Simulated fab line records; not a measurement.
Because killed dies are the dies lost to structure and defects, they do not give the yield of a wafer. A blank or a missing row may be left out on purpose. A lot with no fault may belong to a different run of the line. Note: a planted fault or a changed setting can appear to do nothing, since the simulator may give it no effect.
Comparing a struck lot with a sound one	flow sky130	44 out of 708 route steps
Sound: the wafers L353.2, L353.3, L353.4. The struck wafers were L361.1, L361.2, L361.3. The cause comes at the end.
Per side, at each step with rows, come the tool, then ch with its chambers, and then its first start. Under that, the readings that differ: sound wafers	struck wafers	difference of the means	sigmas: that difference in standard deviations of wafers without a fault.
alike: same words and numbers on both sides, and readings whose means sit less than 2 such deviations apart. not compared: any withheld reading, any reading some wafer has no value for, any bound like >300 that may hide the same value, and any number with overlapping values for which the record gives no deviation.
A row with sigmas, a row that says differs or no value, or rows on one side alone: a step with any of these is where the two part. When numbers do not overlap yet have no deviation, they are printed without sigmas and do not part them. A reading missing from all wafers of one side parts the sides only when that side holds two or more wafers.

first, 2 steps without rows for these wafers: SKY_DNWELL_DEVELOP_06 (develop time 60 s); SKY_DNWELL_IMPLANT_07.
SKY_DNWELL_STRIP_08: strips in O2/N2.
  sound on plasma_asher-01 ch 0,1, day 3 21:16; struck on plasma_asher-01 ch 0,1, day 5 04:17
reading	sound	struck	difference	sigmas
oes_product_au (a.u.)	0.721 0.715 0.714	0.725 0.734 0.720	+0.010	+2
  alike: chamber_pressure_mTorr, drypump_motor_current_A, strip_time_to_endpoint_s
  not compared: rf_hours_counter_h
SKY_DNWELL_TW_MEAS_09:
  sound: film_metro-04 at day 3 21:23; struck: film_metro-03 at day 5 04:23
  alike: DNWELL_TW
then, 7 steps without rows for these wafers: SKY_PWDE_DEHYDRATE_00 (time 60 s); SKY_PWDE_HMDS_01 (prime time 60 s); SKY_PWDE_COAT_02 (resist thk 3022 nm); SKY_PWDE_SOFTBAKE_03; SKY_PWDE_EXPOSE_04 (exposes mask PWDEM, target cd 840 nm); SKY_PWDE_PEB_05; SKY_PWDE_DEVELOP_06 (develop time 60 s).
SKY_PWDE_OVL_MEAS_07:
  sound: overlay-02 at day 4 13:20; struck: overlay-02 at day 5 22:06
  alike: PWDE_OVL
SKY_PWDE_IMPLANT_08:
  sound on implanter-03 ch 0, day 4 13:23; struck on implanter-01 ch 0, day 5 22:08
reading	sound	struck	difference	sigmas
beam_on_s (s)	10.18 9.95 9.77	12.97 13.62 12.89	+3.19	+15
faraday_current_uA	19.9 20.4 20.8	15.6 14.9 15.7	-5.0	-12
  alike: dose_ions_cm2
SKY_PWDE_STRIP_09: strips in O2/N2.
  sound on plasma_asher-01 ch 0,1, day 4 13:31; struck on plasma_asher-01 ch 0,1, day 5 22:17
  alike: chamber_pressure_mTorr, drypump_motor_current_A, oes_product_au, strip_time_to_endpoint_s
  not compared: rf_hours_counter_h
SKY_PWDE_TW_MEAS_10:
  sound: film_metro-04 at day 4 13:37; struck: film_metro-03 at day 5 22:23
reading	sound	struck	difference	sigmas
PWDE_TW	372.8 373.6 373.0	405.0 407.3 406.1	+33.0	+12
then, 7 steps without rows for these wafers: SKY_NWELL_DEHYDRATE_03 (time 60 s); SKY_NWELL_HMDS_04 (prime time 60 s); SKY_NWELL_COAT_05 (resist thk 3000 nm); SKY_NWELL_SOFTBAKE_06; SKY_NWELL_EXPOSE_07 (exposes mask NWM, target cd 840 nm); SKY_NWELL_PEB_08; SKY_NWELL_DEVELOP_09 (develop time 60 s).
SKY_NWELL_OVL_MEAS_10:
  sound: overlay-02 at day 5 07:52; struck: overlay-02 at day 6 16:34
  alike: NWELL_00_OVL
then, 3 steps without rows for these wafers: SKY_NWELL_IMPLANT_11; SKY_NWELL_IMPLANT_12; SKY_NWELL_IMPLANT_13.
SKY_NWELL_STRIP_14: strips in O2/N2.
  sound on plasma_asher-04 ch 0,1, day 5 08:21; struck on plasma_asher-04 ch 0,1, day 6 17:03
  alike: chamber_pressure_mTorr, drypump_motor_current_A, oes_product_au, strip_time_to_endpoint_s
  not compared: rf_hours_counter_h
SKY_NWELL_TW_MEAS_15:
  sound: film_metro-03 at day 5 08:28; struck: film_metro-01 at day 6 17:09
  alike: NWELL_TW
then, 7 steps without rows for these wafers: SKY_NWELL_DEHYDRATE_16 (time 60 s); SKY_NWELL_HMDS_17 (prime time 60 s); SKY_NWELL_COAT_18 (resist thk 3000 nm); SKY_NWELL_SOFTBAKE_19; SKY_NWELL_EXPOSE_20 (exposes mask NWM COMPLEMENT, target cd 840 nm); SKY_NWELL_PEB_21; SKY_NWELL_DEVELOP_22 (develop time 60 s).
SKY_NWELL_OVL_MEAS_23:
  sound: overlay-02 at day 6 01:35; struck: overlay-02 at day 7 12:44
  alike: NWELL_01_OVL
next, for these wafers, 1 step has no rows: SKY_NWELL_IMPLANT_24.
SKY_NWELL_STRIP_25: strips in O2/N2.
  sound on plasma_asher-04 ch 0,1, day 6 01:46; struck on plasma_asher-03 ch 0,1, day 7 12:57
  alike: chamber_pressure_mTorr, drypump_motor_current_A, oes_product_au, strip_time_to_endpoint_s
  not compared: rf_hours_counter_h
SKY_NWELL_TW_MEAS_26:
  sound: film_metro-03 at day 6 01:53; struck: film_metro-01 at day 7 13:03
  alike: NWELL_2_TW
then, 1 step without rows for these wafers: SKY_NWELL_CLEAN_27 (cleans in SC1/SC2, time 150 s).
SKY_NWELL_RTA_28: time 30 s.
  sound on rtp_anneal-02 ch 0, day 6 01:59; struck on rtp_anneal-02 ch 0, day 7 13:10
  alike: lamp_power_pct, wafer_temp_C_max
SKY_NWELL_RS_MEAS_29: a four-point-probe measurement.
  sound: film_metro-03 at day 6 02:06; struck: film_metro-04 at day 7 13:16
  alike: NWELL_RS
SKY_NWELL_RS_MEAS_31: a four-point-probe measurement.
  sound: film_metro-03 at day 6 02:20; struck: film_metro-04 at day 7 13:30
reading	sound	struck	difference	sigmas
PWDE_RS (ohm/sq)	5266 5286 5263	4292 4294 4300	-976	-57
-- the record jumps here: 41 days lie between the struck wafers' starts before and after (it left off in module NWELL and takes up again in module PAD_OPEN, whose first step shown is number 708 of the route) --
SKY_PAD_OPEN_PROBE_99:
  sound: prober-01 at day 46 14:31; struck: prober-01 at day 48 07:37
reading	sound	struck	difference	sigmas
model.etest.res_p_drift_20v.line_ohm_um	1.15e+04 1.1e+04 1.141e+04	7754 8510 8727	-2973	
model.etest.res_p_drift_20v.rs_ohm_sq	9372 9120 9774	6518 7013 7142	-2531	
model.etest.res_pwde_under_gate.rs_ohm_sq	6181 6208 6176	4866 4862 4894	-1314	
  alike: killed_at_M0_to_M3, killed_at_M4_up, killed_at_contacts, killed_at_front_end, killed_at_other, killed_dies, killed_open, killed_short

== WHERE THEY PART ==
Last at SKY_NWELL_RS_MEAS_31 as far as this record goes, first at SKY_DNWELL_STRIP_08. Later steps at which nothing parts them and some readings are alike: SKY_PAD_OPEN_PROBE_99.

WHY: the cause the simulator had injected
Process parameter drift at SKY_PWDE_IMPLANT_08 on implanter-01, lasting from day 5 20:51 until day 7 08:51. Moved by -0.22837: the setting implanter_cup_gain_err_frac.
